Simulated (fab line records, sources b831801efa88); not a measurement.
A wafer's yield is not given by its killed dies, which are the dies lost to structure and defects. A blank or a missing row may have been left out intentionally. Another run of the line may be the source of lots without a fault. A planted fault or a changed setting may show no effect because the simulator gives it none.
fab line records ; flow sky130
record lots=13; wafers=39; lastDay=50
route steps=708 shown SONOS_TUNNEL@166 POLY_GATE@228 LDD_HVP@286 LDD_LDN@296 PAD_OPEN@708
lots that met no fault: taken from a fault-free run of the same line
startH: hours from the record's opening day to when the first of the lot's shown wafers began ; waitH: hours from the lot's prior step to this one ; " repeats the value in the row above ; L1.1+2: a row that stands for several wafers ; - either no value or no given start ; * or withheld: withheld ; < > ~ a bound
route shown NAME@n: names a module that has steps shown in the file, with the first one's number in the route ; usual: average and standard deviation across the fault-free wafers ; same: alike in all rows ; chamber/n: place in a boat ; sites: readings site by site ; _std_site: standard deviation of those values ; _edge_site: mean of outer sites minus mean of inner sites ; radiusMm: how far each site lies from the wafer's centre ; mask NAME#n: copy n ; behind: the most recent tool/chamber to have shaped the wafer ; hold: why the lot was held/for how many hours/how that ended ; device: which transistor (n, p or np) failed to switch ; end of line: the tests these same wafers got at the end of their route ; for a step that has no rows: nothing shown but its recipe ; killed: count of dies lost to structure and defects at first sort (not the wafer's yield) ; map: a wafer's dies, x killed, . not, _ none there
set.NAME: the setting the step ran with; set.NAME@STEP: the setting that earlier step ran with ; model.NAME: the simulator's own value behind a step, which no gauge read
steps of the route over a sample of lots; a table a step, a row a wafer
services: from which hour (startH, from the record's first day; less than 0 if before it) a tool's chamber was out of use, for how many hours, and why
## steps
# step SKY_SONOS_TUNNEL_TW_MEAS_12
# usual SONOS_TUNNEL_TW=197.6/2.4
lot.wafer;tool;chamber;startH;waitH;SONOS_TUNNEL_TW
L681.1;filmMetro-03;-;253.37;0.0;200.7
L681.3;filmMetro-03;-;253.37;0.0;201.5
L681.4;filmMetro-03;-;253.37;0.0;201.5
L682.2;filmMetro-01;-;256.38;0.0;195.7
L682.3;filmMetro-01;-;256.38;0.0;196.7
L682.6;filmMetro-01;-;256.38;0.0;196.3
L686.1;filmMetro-01;-;297.45;0.0;196.5
L686.4;filmMetro-01;-;297.45;0.0;197.1
L686.5;filmMetro-01;-;297.45;0.0;197.2
L687.1;filmMetro-01;-;309.27;0.0;197.2
L687.4;filmMetro-01;-;309.27;0.0;198.1
L687.5;filmMetro-01;-;309.27;0.0;197.9
L688.2;filmMetro-04;-;316.27;0.0;194.9
L688.4;filmMetro-04;-;316.27;0.0;194.9
L688.6;filmMetro-04;-;316.27;0.0;195.8
L691.1;filmMetro-01;-;340.30;0.0;196.8
L691.2;filmMetro-01;-;340.30;0.0;196.3
L691.6;filmMetro-01;-;340.30;0.0;195.3
L692.1;filmMetro-03;-;346.96;0.0;200.5
L692.2;filmMetro-03;-;346.96;0.0;201.3
L692.6;filmMetro-03;-;346.96;0.0;200.4
L694.1;filmMetro-03;-;357.20;0.0;201.1
L694.3;filmMetro-03;-;357.20;0.0;201.0
L694.6;filmMetro-03;-;357.20;0.0;200.4
L698.1;filmMetro-03;-;386.57;0.0;200.7
L698.3;filmMetro-03;-;386.57;0.0;200.9
L698.5;filmMetro-03;-;386.57;0.0;201.0
L699.2;filmMetro-01;-;398.77;0.0;197.0
L699.3;filmMetro-01;-;398.77;0.0;196.1
L699.5;filmMetro-01;-;398.77;0.0;196.3
L700.1;filmMetro-03;-;412.42;0.0;202.8
L700.2;filmMetro-03;-;412.42;0.0;201.1
L700.6;filmMetro-03;-;412.42;0.0;201.6
L701.2;filmMetro-01;-;414.38;0.0;196.0
L701.3;filmMetro-01;-;414.38;0.0;196.0
L701.6;filmMetro-01;-;414.38;0.0;196.1
L703.2;filmMetro-01;-;432.06;0.0;197.0
L703.3;filmMetro-01;-;432.06;0.0;196.1
L703.4;filmMetro-01;-;432.06;0.0;196.0
# step SKY_POLY_GATE_OVL_MEAS_14
# usual POLY_GATE_OVL=5/6.2
lot.wafer;tool;chamber;startH;waitH;POLY_GATE_OVL[nm]
L681.1;overlay-01;-;374.85;0.1;-9
L681.3;overlay-01;-;374.85;0.1;-3
L681.4;overlay-01;-;374.85;0.1;-10
L682.2;overlay-02;-;376.36;0.1;7
L682.3;overlay-02;-;376.36;0.1;0
L682.6;overlay-02;-;376.36;0.1;4
L686.1;overlay-02;-;421.85;0.1;9
L686.4;overlay-02;-;421.85;0.1;5
L686.5;overlay-02;-;421.85;0.1;10
L688.2;overlay-02;-;456.96;0.1;-4
L688.4;overlay-02;-;456.96;0.1;2
L688.6;overlay-02;-;456.96;0.1;1
L687.1;overlay-02;-;457.90;0.1;-2
L687.4;overlay-02;-;457.90;0.1;0
L687.5;overlay-02;-;457.90;0.1;-2
L691.1;overlay-02;-;472.80;0.1;-2
L691.2;overlay-02;-;472.80;0.1;1
L691.6;overlay-02;-;472.80;0.1;6
L692.1;overlay-02;-;480.25;0.1;13
L692.2;overlay-02;-;480.25;0.1;15
L692.6;overlay-02;-;480.25;0.1;18
L694.1;overlay-02;-;492.90;0.1;-3
L694.3;overlay-02;-;492.90;0.1;5
L694.6;overlay-02;-;492.90;0.1;-5
L698.1;overlay-02;-;522.50;0.1;15
L698.3;overlay-02;-;522.50;0.1;9
L698.5;overlay-02;-;522.50;0.1;13
L699.2;overlay-01;-;534.66;0.1;10
L699.3;overlay-01;-;534.66;0.1;7
L699.5;overlay-01;-;534.66;0.1;11
L700.1;overlay-01;-;545.65;0.1;8
L700.2;overlay-01;-;545.65;0.1;3
L700.6;overlay-01;-;545.65;0.1;2
L701.2;overlay-01;-;547.21;0.1;7
L701.3;overlay-01;-;547.21;0.1;5
L701.6;overlay-01;-;547.21;0.1;5
L703.2;overlay-02;-;567.56;0.1;10
L703.3;overlay-02;-;567.56;0.1;7
L703.4;overlay-02;-;567.56;0.1;10
# step SKY_LDD_HVP_IMPLANT_08
# recipe species=B; energyKev=20; doseCm2=1.735e+13; tiltDeg=17.9
# usual beamOnS=10.00/0.21; endStationPressureTorr=5.07e-06/2.6e-07; faradayCurrentUA=97.8/2
lot.wafer;tool;chamber;startH;waitH;beamOnS;endStationPressureTorr;faradayCurrentUA
L681.1;implanter-02;0;499.07;0.0;9.94;4.75e-06;98.7
L681.3;implanter-02;0;499.07;0.0;10.35;5.13e-06;94.7
L681.4;implanter-02;0;499.07;0.0;9.66;5.3e-06;101.6
L682.2;implanter-03;0;499.45;0.0;10.05;5.08e-06;97.4
L682.3;implanter-03;0;499.45;0.0;9.75;5.04e-06;100.7
L682.6;implanter-03;0;499.45;0.0;10.27;5.23e-06;94.8
L686.1;implanter-02;0;547.97;0.0;10.13;5.24e-06;96.5
L686.4;implanter-02;0;547.97;0.0;9.94;4.93e-06;98.6
L686.5;implanter-02;0;547.97;0.0;10.00;5.31e-06;98.0
L688.2;implanter-02;0;580.34;0.0;10.19;5.01e-06;95.7
L688.4;implanter-02;0;580.34;0.0;10.20;5.39e-06;96.2
L688.6;implanter-02;0;580.34;0.0;9.96;4.89e-06;98.4
L687.1;implanter-02;0;586.62;0.0;11.38;4.86e-06;85.9
L687.4;implanter-02;0;586.62;0.0;11.60;5.15e-06;83.8
L687.5;implanter-02;0;586.62;0.0;11.55;4.66e-06;84.9
L691.1;implanter-02;0;596.32;0.0;11.09;5.81e-06;88.1
L691.2;implanter-02;0;596.32;0.0;11.77;5.18e-06;82.9
L691.6;implanter-02;0;596.32;0.0;11.20;4.53e-06;87.2
L692.1;implanter-01;0;603.67;0.0;10.10;4.91e-06;96.8
L692.2;implanter-01;0;603.67;0.0;9.90;4.84e-06;99.0
L692.6;implanter-01;0;603.67;0.0;9.90;5.02e-06;98.1
L694.1;implanter-02;0;613.62;0.0;11.50;4.86e-06;85.2
L694.3;implanter-02;0;613.62;0.0;11.72;5.46e-06;83.5
L694.6;implanter-02;0;613.62;0.0;11.66;4.97e-06;84.0
L698.1;implanter-01;0;642.37;0.0;10.26;5.23e-06;94.9
L698.3;implanter-01;0;642.37;0.0;9.75;4.81e-06;99.8
L698.5;implanter-01;0;642.37;0.0;10.04;5.41e-06;97.5
L699.2;implanter-03;0;655.84;0.0;10.21;5.11e-06;96.1
L699.3;implanter-03;0;655.84;0.0;10.09;5.24e-06;97.3
L699.5;implanter-03;0;655.84;0.0;9.76;4.88e-06;100.6
L700.1;implanter-03;0;664.12;0.0;9.96;5.11e-06;98.1
L700.2;implanter-03;0;664.12;0.0;10.09;5.31e-06;97.0
L700.6;implanter-03;0;664.12;0.0;9.75;5.05e-06;100.5
L701.2;implanter-03;0;666.04;0.0;10.33;5.06e-06;95.2
L701.3;implanter-03;0;666.04;0.0;10.23;5.42e-06;95.9
L701.6;implanter-03;0;666.04;0.0;9.80;5.12e-06;100.0
L703.2;implanter-02;0;685.49;0.0;10.00;4.83e-06;98.0
L703.3;implanter-02;0;685.49;0.0;10.22;5.2e-06;96.0
L703.4;implanter-02;0;685.49;0.0;10.01;4.8e-06;97.6
# step SKY_LDD_HVP_TW_MEAS_10
# usual LDD_HVP_TW=459/5.2
lot.wafer;tool;chamber;startH;waitH;LDD_HVP_TW
L681.1;filmMetro-01;-;499.32;0.1;458
L681.3;filmMetro-01;-;499.32;0.1;458
L681.4;filmMetro-01;-;499.32;0.1;459
L682.2;filmMetro-04;-;499.68;0.1;457
L682.3;filmMetro-04;-;499.68;0.1;454
L682.6;filmMetro-04;-;499.68;0.1;451
L686.1;filmMetro-03;-;548.22;0.1;467
L686.4;filmMetro-03;-;548.22;0.1;468
L686.5;filmMetro-03;-;548.22;0.1;467
L688.2;filmMetro-03;-;580.58;0.1;466
L688.4;filmMetro-03;-;580.58;0.1;466
L688.6;filmMetro-03;-;580.58;0.1;462
L687.1;filmMetro-04;-;586.87;0.1;474
L687.4;filmMetro-04;-;586.87;0.1;473
L687.5;filmMetro-04;-;586.87;0.1;478
L691.1;filmMetro-04;-;596.57;0.1;475
L691.2;filmMetro-04;-;596.57;0.1;477
L691.6;filmMetro-04;-;596.57;0.1;475
L692.1;filmMetro-03;-;603.92;0.1;466
L692.2;filmMetro-03;-;603.92;0.1;470
L692.6;filmMetro-03;-;603.92;0.1;470
L694.1;filmMetro-04;-;613.87;0.1;483
L694.3;filmMetro-04;-;613.87;0.1;480
L694.6;filmMetro-04;-;613.87;0.1;480
L698.1;filmMetro-04;-;642.62;0.1;456
L698.3;filmMetro-04;-;642.62;0.1;455
L698.5;filmMetro-04;-;642.62;0.1;451
L699.2;filmMetro-01;-;656.08;0.1;460
L699.3;filmMetro-01;-;656.08;0.1;459
L699.5;filmMetro-01;-;656.08;0.1;459
L700.1;filmMetro-01;-;664.37;0.1;456
L700.2;filmMetro-01;-;664.37;0.1;461
L700.6;filmMetro-01;-;664.37;0.1;458
L701.2;filmMetro-01;-;666.28;0.1;457
L701.3;filmMetro-01;-;666.28;0.1;461
L701.6;filmMetro-01;-;666.28;0.1;459
L703.2;filmMetro-04;-;685.73;0.1;456
L703.3;filmMetro-04;-;685.73;0.1;455
L703.4;filmMetro-04;-;685.73;0.1;454
# step SKY_LDD_LDN_OVL_MEAS_07
# usual LDD_LDN_OVL=-0.4/1.8
lot.wafer;tool;chamber;startH;waitH;LDD_LDN_OVL[nm]
L681.1;overlay-02;-;528.63;0.1;1.6
L681.3;overlay-02;-;528.63;0.1;1.8
L681.4;overlay-02;-;528.63;0.1;1.0
L682.2;overlay-02;-;529.64;0.1;0.7
L682.3;overlay-02;-;529.64;0.1;0.9
L682.6;overlay-02;-;529.64;0.1;1.4
L686.1;overlay-01;-;577.78;0.1;-1.8
L686.4;overlay-01;-;577.78;0.1;-2.2
L686.5;overlay-01;-;577.78;0.1;-1.6
L688.2;overlay-01;-;608.99;0.1;1.9
L688.4;overlay-01;-;608.99;0.1;0.0
L688.6;overlay-01;-;608.99;0.1;1.5
L687.1;overlay-01;-;615.44;0.1;-1.1
L687.4;overlay-01;-;615.44;0.1;-1.5
L687.5;overlay-01;-;615.44;0.1;-2.2
L691.1;overlay-01;-;625.98;0.1;-0.9
L691.2;overlay-01;-;625.98;0.1;-0.2
L691.6;overlay-01;-;625.98;0.1;-0.5
L692.1;overlay-02;-;632.13;0.1;0.1
L692.2;overlay-02;-;632.13;0.1;1.4
L692.6;overlay-02;-;632.13;0.1;-1.6
L694.1;overlay-02;-;642.43;0.1;-0.5
L694.3;overlay-02;-;642.43;0.1;-1.0
L694.6;overlay-02;-;642.43;0.1;1.0
L698.1;overlay-01;-;670.79;0.1;-3.1
L698.3;overlay-01;-;670.79;0.1;-3.8
L698.5;overlay-01;-;670.79;0.1;-2.5
L699.2;overlay-02;-;683.79;0.1;0.3
L699.3;overlay-02;-;683.79;0.1;-0.1
L699.5;overlay-02;-;683.79;0.1;0.6
L700.1;overlay-01;-;691.83;0.1;2.3
L700.2;overlay-01;-;691.83;0.1;3.1
L700.6;overlay-01;-;691.83;0.1;3.0
L701.2;overlay-01;-;693.89;0.1;-2.5
L701.3;overlay-01;-;693.89;0.1;-1.4
L701.6;overlay-01;-;693.89;0.1;-0.1
L703.2;overlay-01;-;713.64;0.1;0.0
L703.3;overlay-01;-;713.64;0.1;1.8
L703.4;overlay-01;-;713.64;0.1;1.1
# step SKY_PAD_OPEN_PROBE_99
# usual killed_at_M0_to_M3=44/6.6; killed_at_M4_up=2.9/1.8; killedAtContacts=24/4.8; killedAtFrontEnd=15/4.5; killedAtOther=0.3/0.64; killedDies=86/8.7; killedOpen=47/6.5; killedShort=39/5.8
# same grossDies=492; killedAtBackSide=0
lot.wafer;tool;chamber;startH;waitH;killed_at_M0_to_M3;killed_at_M4_up;killedAtContacts;killedAtFrontEnd;killedAtOther;killedDies;killedOpen;killedShort
L701.2;prober-02;-;1185.31;0.1;49;3;31;21;0;104;54;50
L701.3;prober-02;-;1185.36;0.2;40;2;28;18;0;88;52;36
L701.6;prober-02;-;1185.51;0.2;40;1;22;13;1;77;45;31
# killed by level:class
L701.2 VIA1:geometricParticle:open=12 LI_CONTACT:geometricParticle:open=9 CONTACT:geometricParticle:open=9 FIELD_ISO:geometricParticle:short=6 FIELD_ISO:geometricParticle:open=5 POLY_GATE:geometricParticle:open=5 LOCAL_INTERCONNECT:geometricParticle:short=5 CONTACT:geometricParticle:short=5
L701.3 CONTACT:geometricParticle:open=10 LI_CONTACT:geometricParticle:open=9 VIA2:geometricParticle:open=8 VIA1:geometricParticle:open=7 FIELD_ISO:geometricParticle:open=5 VIA1:geometricParticle:short=5 LOCAL_INTERCONNECT:geometricParticle:short=4 METAL1:geometricParticle:short=4
L701.6 VIA1:geometricParticle:open=9 CONTACT:geometricParticle:open=8 LI_CONTACT:geometricParticle:open=6 VIA3:geometricParticle:open=5 METAL2:geometricParticle:short=5 VIA2:geometricParticle:open=5 FIELD_ISO:geometricParticle:open=4 VIA2:geometricParticle:short=4
## services
tool;chamber;startH;hours;kind
implanter-01;-;498.74;1.0;repair
implanter-03;-;539.05;1.6;repair
implanter-01;-;539.59;2.8;pm
implanter-01;-;546.78;2.7;repair
implanter-02;-;559.04;4.7;repair
implanter-03;-;589.57;1.0;repair
implanter-03;-;602.08;3.9;repair
implanter-03;-;616.09;2.8;repair
implanter-03;-;628.29;13.7;repair
implanter-01;-;676.93;1.3;repair
## key
firstSign step=SKY_LDD_HVP_IMPLANT_08; reading=beamOnS; direction=up; sigmas=7.2; usual=10.00; struck=11.50
effect step=SKY_LDD_HVP_IMPLANT_08; reading=faradayCurrentUA; direction=down; sigmas=6.4; usual=97.8; struck=85.1
effect step=SKY_LDD_HVP_TW_MEAS_10; reading=LDD_HVP_TW; direction=up; sigmas=3.6; usual=459; struck=477
metAt SKY_LDD_HVP_IMPLANT_08
struckLots L687,L691,L694
testerLeftOut L687,L691,L694
notActingAt SKY_SONOS_TUNNEL_TW_MEAS_12,SKY_POLY_GATE_OVL_MEAS_14,SKY_LDD_LDN_OVL_MEAS_07
onsetBetween 580.34 586.62
fault kind=processParameterDrift; tool=implanter-02; chamber=-; onsetH=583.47; steps=SKY_LDD_HVP_IMPLANT_08; channel=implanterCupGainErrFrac; offset=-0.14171; shape=step; endH=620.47
# testerLeftOut: of these lots the tester's yield and bins aren't shown, on N5 and GAA mostly nor the transistor test; their killed dies are dies lost to structure and defects alone, not to doping, threshold or leakage, so they don't give the yield
